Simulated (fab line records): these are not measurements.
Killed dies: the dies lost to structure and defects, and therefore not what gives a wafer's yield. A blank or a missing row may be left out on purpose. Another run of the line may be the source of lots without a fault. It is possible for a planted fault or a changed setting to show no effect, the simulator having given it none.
Which tool is to blame? :: flow sfq_line :: 13 lots with 39 wafers sampled at 6 steps, on a route of 325 steps

## WHAT THE GAUGES READ, wafer by wafer
The record holds no reading of a measuring or inspecting step that can be judged against a usual standard deviation.

## WHAT TOOL EACH LOT RAN ON (gives the tool, then ch and the chambers of the sampled wafers, and finally the start)
lot: L887
SFQ_TRILAYER_L0_VIA_BARC_OPEN_VIA_ETCH_021: rie_diel-03 ch 0,2,3, day 7 22:16
SFQ_TRILAYER_L0_VIA_STRIP_STRIP_017: rie_metal-02 ch 0,1, day 7 22:32
SFQ_TRILAYER_I0_VIA_STRIP_STRIP_035: rie_metal-04 ch 0,1, day 17 09:36
SFQ_TRILAYER_I1_CMP_CMP_046: cmp-02 ch 0,1, day 23 15:07
SFQ_TRILAYER_I1_METRO_MEASURE_047: film_metro-04, day 23 18:50
SFQ_TRILAYER_I1_VIA_ETCH_VIA_ETCH_052: rie_diel-02 ch 0,1, day 24 03:58

lot: L888
SFQ_TRILAYER_L0_VIA_BARC_OPEN_VIA_ETCH_021: rie_diel-01 ch 0,2, day 8 04:15
SFQ_TRILAYER_L0_VIA_STRIP_STRIP_017: rie_metal-01 ch 0,1, day 8 04:32
SFQ_TRILAYER_I0_VIA_STRIP_STRIP_035: rie_metal-01 ch 0,1, day 17 15:36
SFQ_TRILAYER_I1_CMP_CMP_046: cmp-02 ch 0,1, day 23 21:37
SFQ_TRILAYER_I1_METRO_MEASURE_047: film_metro-01, day 24 00:38
SFQ_TRILAYER_I1_VIA_ETCH_VIA_ETCH_052: rie_diel-01 ch 1,2,3, day 24 08:46

lot: L889
SFQ_TRILAYER_L0_VIA_BARC_OPEN_VIA_ETCH_021: rie_diel-02 ch 0,1,2, day 8 17:43
SFQ_TRILAYER_L0_VIA_STRIP_STRIP_017: rie_metal-01 ch 0, day 8 18:11
SFQ_TRILAYER_I0_VIA_STRIP_STRIP_035: rie_metal-01 ch 1, day 18 21:55
SFQ_TRILAYER_I1_CMP_CMP_046: cmp-02 ch 0,2,3, day 24 15:07
SFQ_TRILAYER_I1_METRO_MEASURE_047: film_metro-03, day 24 18:38
SFQ_TRILAYER_I1_VIA_ETCH_VIA_ETCH_052: rie_diel-01 ch 0,3, day 25 09:37

lot: L892
SFQ_TRILAYER_L0_VIA_BARC_OPEN_VIA_ETCH_021: rie_diel-01 ch 1,2, day 9 17:27
SFQ_TRILAYER_L0_VIA_STRIP_STRIP_017: rie_metal-02 ch 0,1, day 9 17:32
SFQ_TRILAYER_I0_VIA_STRIP_STRIP_035: rie_metal-03 ch 0,1, day 19 17:51
SFQ_TRILAYER_I1_CMP_CMP_046: cmp-02 ch 2,3, day 25 16:37
SFQ_TRILAYER_I1_METRO_MEASURE_047: film_metro-01, day 25 19:26
SFQ_TRILAYER_I1_VIA_ETCH_VIA_ETCH_052: rie_diel-01 ch 0,2, day 26 02:25

lot: L893
SFQ_TRILAYER_L0_VIA_BARC_OPEN_VIA_ETCH_021: rie_diel-01 ch 2,3, day 9 23:50
SFQ_TRILAYER_L0_VIA_STRIP_STRIP_017: rie_metal-02 ch 0,1, day 9 23:55
SFQ_TRILAYER_I0_VIA_STRIP_STRIP_035: rie_metal-01 ch 0,1, day 20 04:23
SFQ_TRILAYER_I1_CMP_CMP_046: cmp-01 ch 1,3, day 26 11:42
SFQ_TRILAYER_I1_METRO_MEASURE_047: film_metro-04, day 26 14:19
SFQ_TRILAYER_I1_VIA_ETCH_VIA_ETCH_052: rie_diel-01 ch 1,3, day 26 23:44

lot: L895
SFQ_TRILAYER_L0_VIA_BARC_OPEN_VIA_ETCH_021: rie_diel-03 ch 0,2,3, day 10 11:50
SFQ_TRILAYER_L0_VIA_STRIP_STRIP_017: rie_metal-02 ch 0,1, day 10 11:55
SFQ_TRILAYER_I0_VIA_STRIP_STRIP_035: rie_metal-01 ch 0,1, day 20 23:08
SFQ_TRILAYER_I1_CMP_CMP_046: cmp-01 ch 0,1,3, day 27 17:12
SFQ_TRILAYER_I1_METRO_MEASURE_047: film_metro-01, day 27 20:31
SFQ_TRILAYER_I1_VIA_ETCH_VIA_ETCH_052: rie_diel-04 ch 0,2,3, day 28 02:26

lot: L896
SFQ_TRILAYER_L0_VIA_BARC_OPEN_VIA_ETCH_021: rie_diel-01 ch 1,2,3, day 10 20:14
SFQ_TRILAYER_L0_VIA_STRIP_STRIP_017: rie_metal-04 ch 1, day 10 20:19
SFQ_TRILAYER_I0_VIA_STRIP_STRIP_035: rie_metal-03 ch 1, day 21 11:08
SFQ_TRILAYER_I1_CMP_CMP_046: cmp-02 ch 0,2,3, day 27 23:23
SFQ_TRILAYER_I1_METRO_MEASURE_047: film_metro-01, day 28 02:00
SFQ_TRILAYER_I1_VIA_ETCH_VIA_ETCH_052: rie_diel-02 ch 0,1,3, day 28 06:24

lot: L899
SFQ_TRILAYER_L0_VIA_BARC_OPEN_VIA_ETCH_021: rie_diel-02 ch 1,2, day 11 15:34
SFQ_TRILAYER_L0_VIA_STRIP_STRIP_017: rie_metal-02 ch 0,1, day 11 15:51
SFQ_TRILAYER_I0_VIA_STRIP_STRIP_035: rie_metal-03 ch 0,1, day 22 05:20
SFQ_TRILAYER_I1_CMP_CMP_046: cmp-02 ch 0,1,2, day 28 10:53
SFQ_TRILAYER_I1_METRO_MEASURE_047: film_metro-03, day 28 14:24
SFQ_TRILAYER_I1_VIA_ETCH_VIA_ETCH_052: rie_diel-04 ch 0,2, day 28 22:34

lot: L901
SFQ_TRILAYER_L0_VIA_BARC_OPEN_VIA_ETCH_021: rie_diel-02 ch 1,2, day 12 09:38
SFQ_TRILAYER_L0_VIA_STRIP_STRIP_017: rie_metal-04 ch 1, day 12 09:43
SFQ_TRILAYER_I0_VIA_STRIP_STRIP_035: rie_metal-01 ch 1, day 23 05:08
SFQ_TRILAYER_I1_CMP_CMP_046: cmp-01 ch 0,1,2, day 29 05:12
SFQ_TRILAYER_I1_METRO_MEASURE_047: film_metro-01, day 29 08:19
SFQ_TRILAYER_I1_VIA_ETCH_VIA_ETCH_052: rie_diel-01 ch 0,2,3, day 29 11:50

lot: L904
SFQ_TRILAYER_L0_VIA_BARC_OPEN_VIA_ETCH_021: rie_diel-03 ch 0,3, day 13 07:10
SFQ_TRILAYER_L0_VIA_STRIP_STRIP_017: rie_metal-02 ch 0, day 13 07:15
SFQ_TRILAYER_I0_VIA_STRIP_STRIP_035: rie_metal-01 ch 0,1, day 24 03:56
SFQ_TRILAYER_I1_CMP_CMP_046: cmp-01 ch 1,2, day 30 00:26
SFQ_TRILAYER_I1_METRO_MEASURE_047: film_metro-01, day 30 03:34
SFQ_TRILAYER_I1_VIA_ETCH_VIA_ETCH_052: rie_diel-04 ch 0,1,3, day 30 07:05

lot: L907
SFQ_TRILAYER_L0_VIA_BARC_OPEN_VIA_ETCH_021: rie_diel-02 ch 1,2,3, day 14 05:46
SFQ_TRILAYER_L0_VIA_STRIP_STRIP_017: rie_metal-04 ch 0,1, day 14 05:52
SFQ_TRILAYER_I0_VIA_STRIP_STRIP_035: rie_metal-03 ch 1, day 25 04:50
SFQ_TRILAYER_I1_CMP_CMP_046: cmp-02 ch 0,2,3, day 30 19:53
SFQ_TRILAYER_I1_METRO_MEASURE_047: film_metro-03, day 30 22:43
SFQ_TRILAYER_I1_VIA_ETCH_VIA_ETCH_052: rie_diel-04 ch 1,2,3, day 37 04:27

lot: L909
SFQ_TRILAYER_L0_VIA_BARC_OPEN_VIA_ETCH_021: rie_diel-02 ch 2,3, day 14 16:34
SFQ_TRILAYER_L0_VIA_STRIP_STRIP_017: rie_metal-01 ch 0,1, day 14 16:52
SFQ_TRILAYER_I0_VIA_STRIP_STRIP_035: rie_metal-03 ch 0,1, day 26 03:50
SFQ_TRILAYER_I1_CMP_CMP_046: cmp-01 ch 0,1,2, day 31 22:08
SFQ_TRILAYER_I1_METRO_MEASURE_047: film_metro-03, day 32 00:39
SFQ_TRILAYER_I1_VIA_ETCH_VIA_ETCH_052: rie_diel-01 ch 2,3, day 37 23:56

lot: L910
SFQ_TRILAYER_L0_VIA_BARC_OPEN_VIA_ETCH_021: rie_diel-02 ch 0,1,2, day 14 22:57
SFQ_TRILAYER_L0_VIA_STRIP_STRIP_017: rie_metal-02 ch 0,1, day 14 23:02
SFQ_TRILAYER_I0_VIA_STRIP_STRIP_035: rie_metal-04 ch 0,1, day 26 21:38
SFQ_TRILAYER_I1_CMP_CMP_046: cmp-01 ch 0,2,3, day 32 15:25
SFQ_TRILAYER_I1_METRO_MEASURE_047: film_metro-04, day 32 18:44
SFQ_TRILAYER_I1_VIA_ETCH_VIA_ETCH_052: rie_diel-01 ch 0,3, day 38 19:57
- SFQ_TRILAYER_L0_VIA_BARC_OPEN_VIA_ETCH_021: etches BARC in O2, target depth 125 nm, time 41.7 s.
- SFQ_TRILAYER_L0_VIA_STRIP_STRIP_017: strips in O2.
- SFQ_TRILAYER_I0_VIA_STRIP_STRIP_035: strips in O2.
- SFQ_TRILAYER_I1_CMP_CMP_046: polishes SiO2.
- SFQ_TRILAYER_I1_METRO_MEASURE_047
- SFQ_TRILAYER_I1_VIA_ETCH_VIA_ETCH_052: etches SiO2 in CHF3, stops on Nb, target depth 260 nm.

## WHAT THE TOOLS THEMSELVES READ (means of the sampled wafers that have a number; where no wafer has one, the mark that the record gives instead)
SFQ_TRILAYER_L0_VIA_BARC_OPEN_VIA_ETCH_021. Usual: drypump_motor_current_A 5.7 A, standard deviation 0.52; oes_product_au 0.685 a.u., standard deviation 0.0045.
lot: L887
tool: rie_diel-03
drypump_motor_current_A (A): 5.7
oes_product_au (a.u.): 0.685
flag: 

lot: L888
tool: rie_diel-01
drypump_motor_current_A (A): 5.0
oes_product_au (a.u.): 0.687
flag: 

lot: L889
tool: rie_diel-02
drypump_motor_current_A (A): 5.9
oes_product_au (a.u.): 0.682
flag: 

lot: L892
tool: rie_diel-01
drypump_motor_current_A (A): 5.8
oes_product_au (a.u.): 0.684
flag: 

lot: L893
tool: rie_diel-01
drypump_motor_current_A (A): 5.0
oes_product_au (a.u.): 0.688
flag: 

lot: L895
tool: rie_diel-03
drypump_motor_current_A (A): 5.7
oes_product_au (a.u.): 0.683
flag: 

lot: L896
tool: rie_diel-01
drypump_motor_current_A (A): 5.4
oes_product_au (a.u.): 0.687
flag: 

lot: L899
tool: rie_diel-02
drypump_motor_current_A (A): 6.1
oes_product_au (a.u.): 0.685
flag: 

lot: L901
tool: rie_diel-02
drypump_motor_current_A (A): 6.1
oes_product_au (a.u.): 0.683
flag: 

lot: L904
tool: rie_diel-03
drypump_motor_current_A (A): 5.6
oes_product_au (a.u.): 0.686
flag: 

lot: L907
tool: rie_diel-02
drypump_motor_current_A (A): 5.8
oes_product_au (a.u.): 0.687
flag: 

lot: L909
tool: rie_diel-02
drypump_motor_current_A (A): 5.5
oes_product_au (a.u.): 0.688
flag: 

lot: L910
tool: rie_diel-02
drypump_motor_current_A (A): 5.9
oes_product_au (a.u.): 0.687
flag: 

SFQ_TRILAYER_L0_VIA_STRIP_STRIP_017. Usual: drypump_motor_current_A 6.0 A, standard deviation 0.38; oes_product_au 1.002 a.u., standard deviation 0.0088.
lot: L887
tool: rie_metal-02
drypump_motor_current_A (A): 6.3
oes_product_au (a.u.): 0.991
flag: 

lot: L888
tool: rie_metal-01
drypump_motor_current_A (A): 5.7
oes_product_au (a.u.): 0.989
flag: 

lot: L889
tool: rie_metal-01
drypump_motor_current_A (A): 5.7
oes_product_au (a.u.): 0.998
flag: 

lot: L892
tool: rie_metal-02
drypump_motor_current_A (A): 6.3
oes_product_au (a.u.): 1.000
flag: 

lot: L893
tool: rie_metal-02
drypump_motor_current_A (A): 6.3
oes_product_au (a.u.): 1.003
flag: 

lot: L895
tool: rie_metal-02
drypump_motor_current_A (A): 6.3
oes_product_au (a.u.): 1.005
flag: 

lot: L896
tool: rie_metal-04
drypump_motor_current_A (A): 5.8
oes_product_au (a.u.): 1.008
flag: 

lot: L899
tool: rie_metal-02
drypump_motor_current_A (A): 6.3
oes_product_au (a.u.): 1.003
flag: 

lot: L901
tool: rie_metal-04
drypump_motor_current_A (A): 5.8
oes_product_au (a.u.): 1.011
flag: 

lot: L904
tool: rie_metal-02
drypump_motor_current_A (A): 6.4
oes_product_au (a.u.): 1.005
flag: 

lot: L907
tool: rie_metal-04
drypump_motor_current_A (A): 5.6
oes_product_au (a.u.): 1.013
flag: 

lot: L909
tool: rie_metal-01
drypump_motor_current_A (A): 5.8
oes_product_au (a.u.): 1.002
flag: 

lot: L910
tool: rie_metal-02
drypump_motor_current_A (A): 6.3
oes_product_au (a.u.): 1.002
flag: 

SFQ_TRILAYER_I0_VIA_STRIP_STRIP_035. Usual: drypump_motor_current_A 5.79 A, standard deviation 0.27; oes_product_au 0.998 a.u., standard deviation 0.0086.
lot: L887
tool: rie_metal-04
drypump_motor_current_A (A): 5.45
oes_product_au (a.u.): 1.000
flag: 

lot: L888
tool: rie_metal-01
drypump_motor_current_A (A): 5.74
oes_product_au (a.u.): 0.998
flag: 

lot: L889
tool: rie_metal-01
drypump_motor_current_A (A): 5.79
oes_product_au (a.u.): 0.989
flag: 

lot: L892
tool: rie_metal-03
drypump_motor_current_A (A): 6.12
oes_product_au (a.u.): 0.999
flag: 

lot: L893
tool: rie_metal-01
drypump_motor_current_A (A): 5.77
oes_product_au (a.u.): 0.993
flag: 

lot: L895
tool: rie_metal-01
drypump_motor_current_A (A): 5.74
oes_product_au (a.u.): 0.998
flag: 

lot: L896
tool: rie_metal-03
drypump_motor_current_A (A): 6.33
oes_product_au (a.u.): 0.987
flag: 

lot: L899
tool: rie_metal-03
drypump_motor_current_A (A): 6.13
oes_product_au (a.u.): 0.996
flag: 

lot: L901
tool: rie_metal-01
drypump_motor_current_A (A): 5.80
oes_product_au (a.u.): 1.004
flag: 

lot: L904
tool: rie_metal-01
drypump_motor_current_A (A): 5.74
oes_product_au (a.u.): 0.993
flag: 

lot: L907
tool: rie_metal-03
drypump_motor_current_A (A): 6.33
oes_product_au (a.u.): 1.003
flag: 

lot: L909
tool: rie_metal-03
drypump_motor_current_A (A): 5.92
oes_product_au (a.u.): 0.993
flag: 

lot: L910
tool: rie_metal-04
drypump_motor_current_A (A): 5.63
oes_product_au (a.u.): 1.003
flag: 

SFQ_TRILAYER_I1_CMP_CMP_046. Usual: motor_current_A 10.1 A, standard deviation 1.1; time_to_endpoint_s 214 s, standard deviation 7.3.
lot: L887
tool: cmp-02
motor_current_A (A): 10.5
time_to_endpoint_s (s): 213
flag: 

lot: L888
tool: cmp-02
motor_current_A (A): 10.8
time_to_endpoint_s (s): 207
flag: 

lot: L889
tool: cmp-02
motor_current_A (A): 9.4
time_to_endpoint_s (s): 221
flag: 

lot: L892
tool: cmp-02
motor_current_A (A): 8.0
time_to_endpoint_s (s): 225
flag: 

lot: L893
tool: cmp-01
motor_current_A (A): 10.4
time_to_endpoint_s (s): 214
flag: 

lot: L895
tool: cmp-01
motor_current_A (A): 9.7
time_to_endpoint_s (s): 216
flag: 

lot: L896
tool: cmp-02
motor_current_A (A): 9.5
time_to_endpoint_s (s): 211
flag: 

lot: L899
tool: cmp-02
motor_current_A (A): 10.8
time_to_endpoint_s (s): 213
flag: 

lot: L901
tool: cmp-01
motor_current_A (A): 10.6
time_to_endpoint_s (s): 209
flag: 

lot: L904
tool: cmp-01
motor_current_A (A): 11.1
time_to_endpoint_s (s): 211
flag: 

lot: L907
tool: cmp-02
motor_current_A (A): 9.8
time_to_endpoint_s (s): 234
flag: 

lot: L909
tool: cmp-01
motor_current_A (A): 10.0
time_to_endpoint_s (s): 213
flag: 

lot: L910
tool: cmp-01
motor_current_A (A): 10.5
time_to_endpoint_s (s): 216
flag: 

SFQ_TRILAYER_I1_METRO_MEASURE_047. Usual: thk_nm at 200.1 nm, with a standard deviation of 0.99.
lot: L887
tool: film_metro-04
thk_nm (nm): 199.3
flag: 

lot: L888
tool: film_metro-01
thk_nm (nm): 198.9
flag: 

lot: L889
tool: film_metro-03
thk_nm (nm): 200.5
flag: 

lot: L892
tool: film_metro-01
thk_nm (nm): 200.8
flag: 

lot: L893
tool: film_metro-04
thk_nm (nm): 200.3
flag: 

lot: L895
tool: film_metro-01
thk_nm (nm): 200.8
flag: 

lot: L896
tool: film_metro-01
thk_nm (nm): 200.2
flag: 

lot: L899
tool: film_metro-03
thk_nm (nm): 200.2
flag: 

lot: L901
tool: film_metro-01
thk_nm (nm): 199.7
flag: 

lot: L904
tool: film_metro-01
thk_nm (nm): 199.7
flag: 

lot: L907
tool: film_metro-03
thk_nm (nm): 233.6
flag: OFF

lot: L909
tool: film_metro-03
thk_nm (nm): 200.4
flag: 

lot: L910
tool: film_metro-04
thk_nm (nm): 201.0
flag: 

SFQ_TRILAYER_I1_VIA_ETCH_VIA_ETCH_052. Usual: drypump_motor_current_A 5.6 A, standard deviation 0.56; oes_product_au 0.855 a.u., standard deviation 0.0053.
lot: L887
tool: rie_diel-02
drypump_motor_current_A (A): 6.2
oes_product_au (a.u.): 0.851
flag: 

lot: L888
tool: rie_diel-01
drypump_motor_current_A (A): 5.4
oes_product_au (a.u.): 0.855
flag: 

lot: L889
tool: rie_diel-01
drypump_motor_current_A (A): 4.8
oes_product_au (a.u.): 0.862
flag: 

lot: L892
tool: rie_diel-01
drypump_motor_current_A (A): 5.0
oes_product_au (a.u.): 0.854
flag: 

lot: L893
tool: rie_diel-01
drypump_motor_current_A (A): 5.2
oes_product_au (a.u.): 0.857
flag: 

lot: L895
tool: rie_diel-04
drypump_motor_current_A (A): 6.1
oes_product_au (a.u.): 0.859
flag: 

lot: L896
tool: rie_diel-02
drypump_motor_current_A (A): 5.9
oes_product_au (a.u.): 0.859
flag: 

lot: L899
tool: rie_diel-04
drypump_motor_current_A (A): 5.7
oes_product_au (a.u.): 0.851
flag: 

lot: L901
tool: rie_diel-01
drypump_motor_current_A (A): 5.0
oes_product_au (a.u.): 0.853
flag: 

lot: L904
tool: rie_diel-04
drypump_motor_current_A (A): 5.9
oes_product_au (a.u.): 0.853
flag: 

lot: L907
tool: rie_diel-04
drypump_motor_current_A (A): 5.7
oes_product_au (a.u.): 0.900
flag: OFF

lot: L909
tool: rie_diel-01
drypump_motor_current_A (A): 5.0
oes_product_au (a.u.): 0.854
flag: 

lot: L910
tool: rie_diel-01
drypump_motor_current_A (A): 4.8
oes_product_au (a.u.): 0.860
flag: 

## THE ANSWER, worked out from the rows above alone
Rule: a lot is off if the mean of its wafers that have a number lies more than 3 standard deviations from the usual mean. A lot without any number at a reading at which 4 lots or more have one is off too. The other lots that the step has rows for count as sound. After the gauges, taken in route order, come the tools' own readings; for these a lot's mean is taken, as printed above. At the first step where some lot is off, the reading lying furthest off is the one used; lots without a number count as furthest.
Off: L907 (SFQ_TRILAYER_I1_METRO_MEASURE_047, thk_nm).
If a tool, at that step or one of the process steps before it, ran each lot that is off and ran no sound lot following the first of them, it fits. Undecided on this evidence; 2 tools fit (rie_metal-04 at SFQ_TRILAYER_L0_VIA_STRIP_STRIP_017, cmp-02 at SFQ_TRILAYER_I1_CMP_CMP_046).

## WHAT WAS PUT IN BY THE SIMULATOR
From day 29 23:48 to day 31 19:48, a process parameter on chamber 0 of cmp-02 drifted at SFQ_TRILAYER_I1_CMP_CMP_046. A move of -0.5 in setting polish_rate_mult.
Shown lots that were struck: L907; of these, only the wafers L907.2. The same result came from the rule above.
